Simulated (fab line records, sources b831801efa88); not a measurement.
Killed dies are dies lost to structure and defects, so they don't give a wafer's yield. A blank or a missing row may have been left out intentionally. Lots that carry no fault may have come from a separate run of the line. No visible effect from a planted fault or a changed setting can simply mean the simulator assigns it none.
What tool caused it?    flow gf180mcu    24 lots, 72 wafers sampled, at 6 steps of a route of 602

== WHAT EACH GAUGE READ, for each wafer ==
GF_V2_BOW_MEAS_05. Usual: V2_BOW gives 100 um (standard deviation 8.6).
lot   measured      on             V2_BOW (um)  flag
L074  day 19 08:22  film metro-04  97 110 93    
L075  day 19 18:33  film metro-04  87 83 108    
L076  day 20 06:14  film metro-02  100 98 104   
L077  day 20 10:58  film metro-01  91 103 105   
L078  day 21 01:29  film metro-04  96 105 103   
L079  day 21 06:14  film metro-01  96 86 93     
L080  day 21 15:44  film metro-02  101 114 102  
L081  day 22 03:47  film metro-04  82 94 90     
L082  day 22 09:44  film metro-01  108 112 95   
L083  day 22 17:40  film metro-01  97 88 80     
L084  day 23 09:10  film metro-02  84 94 88     
L085  day 23 13:31  film metro-04  94 94 92     
L086  day 23 15:17  film metro-04  89 100 112   
L087  day 23 21:55  film metro-02  88 102 102   
L088  day 24 11:16  film metro-02  102 103 90   
L089  day 24 18:34  film metro-04  104 94 104   
L090  day 25 08:46  film metro-04  99 108 96    
L091  day 25 23:19  film metro-02  105 90 106   
L092  day 26 12:28  film metro-04  117 94 99    
L094  day 26 15:43  film metro-02  109 107 108  
L093  day 26 16:19  film metro-01  119 121 108  
L095  day 26 18:52  film metro-02  110 95 116   
L096  day 27 08:59  film metro-02  101 98 105   
L097  day 27 12:46  film metro-02  96 89 85     

GF_M3_RS_MEAS_05: uses a four-point probe to measure. Usual: M3_ALCU_RS gives 0.0696 ohm/sq (standard deviation 0.00055).
lot   measured      on             M3_ALCU_RS (ohm/sq)   flag
L074  day 20 10:19  film metro-02  0.0703 0.0697 0.0703  
L075  day 20 20:08  film metro-03  0.0692 0.0688 0.0693  
L076  day 21 08:20  film metro-02  0.0689 0.0693 0.0694  
L077  day 21 12:26  film metro-02  0.0691 0.0695 0.0696  
L078  day 22 03:04  film metro-04  0.0702 0.0699 0.0709  
L079  day 22 07:28  film metro-02  0.0694 0.0692 0.0693  
L080  day 22 17:21  film metro-04  0.0703 0.0695 0.0691  
L081  day 23 04:40  film metro-02  0.0703 0.0696 0.0699  
L082  day 23 10:28  film metro-04  0.0697 0.0706 0.0699  
L083  day 23 18:58  film metro-04  0.0701 0.0706 0.0710  
L084  day 24 09:21  film metro-03  0.0694 0.0689 0.0685  
L085  day 24 13:14  film metro-04  0.0711 0.0696 0.0700  
L086  day 24 16:17  film metro-03  0.0691 0.0694 0.0691  
L087  day 24 22:16  film metro-04  0.0691 0.0697 0.0694  
L088  day 25 11:06  film metro-02  0.0690 0.0687 0.0690  
L089  day 25 18:20  film metro-02  0.0703 0.0698 0.0704  
L090  day 26 08:08  film metro-02  0.0696 0.0700 0.0698  
L091  day 26 21:59  film metro-03  0.0693 0.0691 0.0694  
L092  day 27 11:21  film metro-04  0.0698 0.0690 0.0698  
L094  day 27 14:33  film metro-03  0.0702 0.0703 0.0699  
L093  day 27 15:05  film metro-02  0.0698 0.0693 0.0693  
L095  day 27 17:00  film metro-02  0.0700 0.0697 0.0699  
L096  day 28 07:21  film metro-03  0.0697 0.0695 0.0698  
L097  day 28 10:43  film metro-03  0.0689 0.0691 0.0688  

== WHAT TOOL EACH LOT RAN ON (gives the tool, then ch and the chambers of the sampled wafers, and finally the start) ==
lot   GF_M1_SPUTTER_01              GF_V1_STRIP_18                        GF_V2_SPUTTER_22              GF_M3_SPUTTER_01
L074  pvd sputter-04, day 16 05:11  plasma asher-04 ch 0,1, day 18 04:51  pvd sputter-02, day 20 09:26  pvd sputter-01, day 20 10:10
L075  pvd sputter-01, day 16 14:31  plasma asher-03 ch 0,1, day 18 15:15  pvd sputter-03, day 20 19:17  pvd sputter-04, day 20 20:01
L076  pvd sputter-04, day 16 22:58  plasma asher-04 ch 0,1, day 18 23:41  pvd sputter-04, day 21 07:10  pvd sputter-01, day 21 08:12
L077  pvd sputter-03, day 17 06:17  plasma asher-01 ch 0,1, day 19 07:45  pvd sputter-02, day 21 11:31  pvd sputter-01, day 21 12:17
L078  pvd sputter-03, day 17 18:55  plasma asher-04 ch 0,1, day 19 21:55  pvd sputter-04, day 22 02:10  pvd sputter-01, day 22 02:54
L079  pvd sputter-01, day 18 00:11  plasma asher-01 ch 0,1, day 20 02:35  pvd sputter-03, day 22 06:37  pvd sputter-03, day 22 07:21
L080  pvd sputter-04, day 18 10:29  plasma asher-04 ch 0,1, day 20 12:41  pvd sputter-02, day 22 16:28  pvd sputter-03, day 22 17:12
L081  pvd sputter-01, day 18 22:03  plasma asher-03 ch 0,1, day 21 00:49  pvd sputter-02, day 23 03:46  pvd sputter-01, day 23 04:30
L082  pvd sputter-03, day 19 04:37  plasma asher-01 ch 0,1, day 21 07:38  pvd sputter-03, day 23 09:34  pvd sputter-03, day 23 10:18
L083  pvd sputter-03, day 19 12:28  plasma asher-01 ch 0,1, day 21 15:24  pvd sputter-03, day 23 18:07  pvd sputter-03, day 23 18:51
L084  pvd sputter-01, day 20 04:30  plasma asher-01 ch 0,1, day 22 06:32  pvd sputter-03, day 24 08:23  pvd sputter-03, day 24 09:14
L085  pvd sputter-04, day 20 09:16  plasma asher-04 ch 0, day 22 11:44    pvd sputter-04, day 24 12:23  pvd sputter-04, day 24 13:07
L086  pvd sputter-01, day 20 12:46  plasma asher-03 ch 0,1, day 22 14:09  pvd sputter-04, day 24 15:25  pvd sputter-01, day 24 16:08
L087  pvd sputter-01, day 20 19:28  plasma asher-03 ch 0,1, day 22 20:32  pvd sputter-03, day 24 21:25  pvd sputter-01, day 24 22:09
L088  pvd sputter-04, day 21 08:30  plasma asher-03 ch 0,1, day 23 09:23  pvd sputter-02, day 25 09:53  pvd sputter-03, day 25 10:59
L089  pvd sputter-04, day 21 16:40  plasma asher-04 ch 0, day 23 16:47    pvd sputter-04, day 25 17:28  pvd sputter-03, day 25 18:12
L090  pvd sputter-03, day 22 08:23  plasma asher-03 ch 0, day 24 07:17    pvd sputter-03, day 26 07:16  pvd sputter-04, day 26 08:00
L091  pvd sputter-03, day 23 00:19  plasma asher-01 ch 0,1, day 24 22:59  pvd sputter-04, day 26 21:08  pvd sputter-01, day 26 21:52
L092  pvd sputter-03, day 23 13:55  plasma asher-03 ch 0,1, day 25 11:50  pvd sputter-03, day 27 10:30  pvd sputter-01, day 27 11:14
L094  pvd sputter-04, day 23 17:50  plasma asher-04 ch 0,1, day 25 15:52  pvd sputter-02, day 27 13:42  pvd sputter-04, day 27 14:26
L093  pvd sputter-04, day 23 18:46  plasma asher-03 ch 0,1, day 25 16:31  pvd sputter-03, day 27 14:14  pvd sputter-04, day 27 14:58
L095  pvd sputter-01, day 23 21:34  plasma asher-04 ch 0,1, day 25 18:41  pvd sputter-02, day 27 16:07  pvd sputter-03, day 27 16:50
L096  pvd sputter-01, day 24 12:13  plasma asher-03 ch 0,1, day 26 09:20  pvd sputter-04, day 28 06:29  pvd sputter-01, day 28 07:13
L097  pvd sputter-03, day 24 14:32  plasma asher-04 ch 0,1, day 26 12:35  pvd sputter-03, day 28 09:40  pvd sputter-01, day 28 10:35
- GF_M1_SPUTTER_01: material TiN, target thk 30 nm, time 25 s.
- GF_V1_STRIP_18: strips in O2/N2.
- GF_V2_SPUTTER_22: material TiN, target thk 10 nm, time 40 s.
- GF_M3_SPUTTER_01: material TiN, target thk 30 nm, time 25 s.

== AS READ BY THE TOOLS THEMSELVES (means over the sampled wafers that have a number; for cases with no such wafer, the mark the record gives instead) ==
GF_M1_SPUTTER_01. Usual: throttle valve pct at 29.7 %, with a standard deviation of 0.82.
lot   tool            throttle valve pct (%)  flag
L074  pvd sputter-04  29.7                    
L075  pvd sputter-01  29.9                    
L076  pvd sputter-04  29.7                    
L077  pvd sputter-03  30.5                    
L078  pvd sputter-03  30.1                    
L079  pvd sputter-01  29.5                    
L080  pvd sputter-04  29.3                    
L081  pvd sputter-01  29.6                    
L082  pvd sputter-03  29.5                    
L083  pvd sputter-03  30.2                    
L084  pvd sputter-01  30.6                    
L085  pvd sputter-04  29.9                    
L086  pvd sputter-01  30.9                    
L087  pvd sputter-01  29.3                    
L088  pvd sputter-04  29.2                    
L089  pvd sputter-04  29.3                    
L090  pvd sputter-03  29.8                    
L091  pvd sputter-03  29.8                    
L092  pvd sputter-03  29.8                    
L094  pvd sputter-04  29.2                    
L093  pvd sputter-04  29.7                    
L095  pvd sputter-01  29.1                    
L096  pvd sputter-01  29.6                    
L097  pvd sputter-03  29.5                    

GF_V1_STRIP_18. Usual: drypump motor current A 5.7 A, standard deviation 0.49; heater power w 345 W, standard deviation 39; oes product au 0.592 a.u., standard deviation 0.0045.
lot   tool             drypump motor current A (A)  heater power w (W)  oes product au (a.u.)  flag
L074  plasma asher-04  5.8                          371                 0.590                  
L075  plasma asher-03  5.4                          319                 0.593                  
L076  plasma asher-04  5.9                          338                 0.591                  
L077  plasma asher-01  6.3                          352                 0.594                  
L078  plasma asher-04  5.8                          374                 0.586                  
L079  plasma asher-01  6.3                          351                 0.588                  
L080  plasma asher-04  5.9                          338                 0.594                  
L081  plasma asher-03  5.4                          313                 0.588                  
L082  plasma asher-01  6.3                          353                 0.590                  
L083  plasma asher-01  6.3                          350                 0.588                  
L084  plasma asher-01  6.3                          353                 0.591                  
L085  plasma asher-04  6.1                          310                 0.592                  
L086  plasma asher-03  5.4                          320                 0.599                  
L087  plasma asher-03  5.4                          319                 0.593                  
L088  plasma asher-03  5.4                          310                 0.592                  
L089  plasma asher-04  6.1                          308                 0.590                  
L090  plasma asher-03  5.5                          308                 0.591                  
L091  plasma asher-01  6.3                          357                 0.593                  
L092  plasma asher-03  5.2                          324                 0.595                  
L094  plasma asher-04  5.8                          371                 0.591                  
L093  plasma asher-03  5.2                          324                 0.596                  
L095  plasma asher-04  5.9                          343                 0.584                  
L096  plasma asher-03  5.4                          318                 0.591                  
L097  plasma asher-04  5.9                          338                 0.592                  

GF_V2_SPUTTER_22. Usual: throttle valve pct at 29.7 %, with a standard deviation of 0.61.
lot   tool            throttle valve pct (%)  flag
L074  pvd sputter-02  30.1                    
L075  pvd sputter-03  29.6                    
L076  pvd sputter-04  29.5                    
L077  pvd sputter-02  29.5                    
L078  pvd sputter-04  29.1                    
L079  pvd sputter-03  30.7                    
L080  pvd sputter-02  29.8                    
L081  pvd sputter-02  29.6                    
L082  pvd sputter-03  29.8                    
L083  pvd sputter-03  29.4                    
L084  pvd sputter-03  29.9                    
L085  pvd sputter-04  29.8                    
L086  pvd sputter-04  29.4                    
L087  pvd sputter-03  29.5                    
L088  pvd sputter-02  29.8                    
L089  pvd sputter-04  29.2                    
L090  pvd sputter-03  30.2                    
L091  pvd sputter-04  29.6                    
L092  pvd sputter-03  29.5                    
L094  pvd sputter-02  29.6                    
L093  pvd sputter-03  30.0                    
L095  pvd sputter-02  30.1                    
L096  pvd sputter-04  29.4                    
L097  pvd sputter-03  29.3                    

GF_M3_SPUTTER_01. Usual: throttle valve pct at 29.7 %, with a standard deviation of 0.94.
lot   tool            throttle valve pct (%)  flag
L074  pvd sputter-01  30.7                    
L075  pvd sputter-04  29.6                    
L076  pvd sputter-01  30.0                    
L077  pvd sputter-01  29.2                    
L078  pvd sputter-01  29.1                    
L079  pvd sputter-03  30.6                    
L080  pvd sputter-03  29.9                    
L081  pvd sputter-01  30.9                    
L082  pvd sputter-03  30.2                    
L083  pvd sputter-03  30.1                    
L084  pvd sputter-03  30.1                    
L085  pvd sputter-04  29.1                    
L086  pvd sputter-01  30.4                    
L087  pvd sputter-01  29.9                    
L088  pvd sputter-03  30.5                    
L089  pvd sputter-03  30.3                    
L090  pvd sputter-04  29.7                    
L091  pvd sputter-01  28.7                    
L092  pvd sputter-01  29.2                    
L094  pvd sputter-04  29.1                    
L093  pvd sputter-04  29.7                    
L095  pvd sputter-03  29.9                    
L096  pvd sputter-01  30.8                    
L097  pvd sputter-01  29.9                    

== THE ANSWER, worked out from the rows above alone ==
Rule: lot off if the mean of its wafers having a number is beyond 3 standard deviations from the usual mean. A lot without any number at a reading at which 4 lots or more have one is off too. Any other lot the step has rows for is counted as sound. First the gauges in route order, then the tools' own readings, where a lot's mean is used as printed above. At the first step where some lot is off, the reading lying furthest off is the one used; lots without a number count as furthest.
No lot is off at any reading shown: from this, nothing can be told.

== WHAT THE SIMULATOR HAD INSERTED ==
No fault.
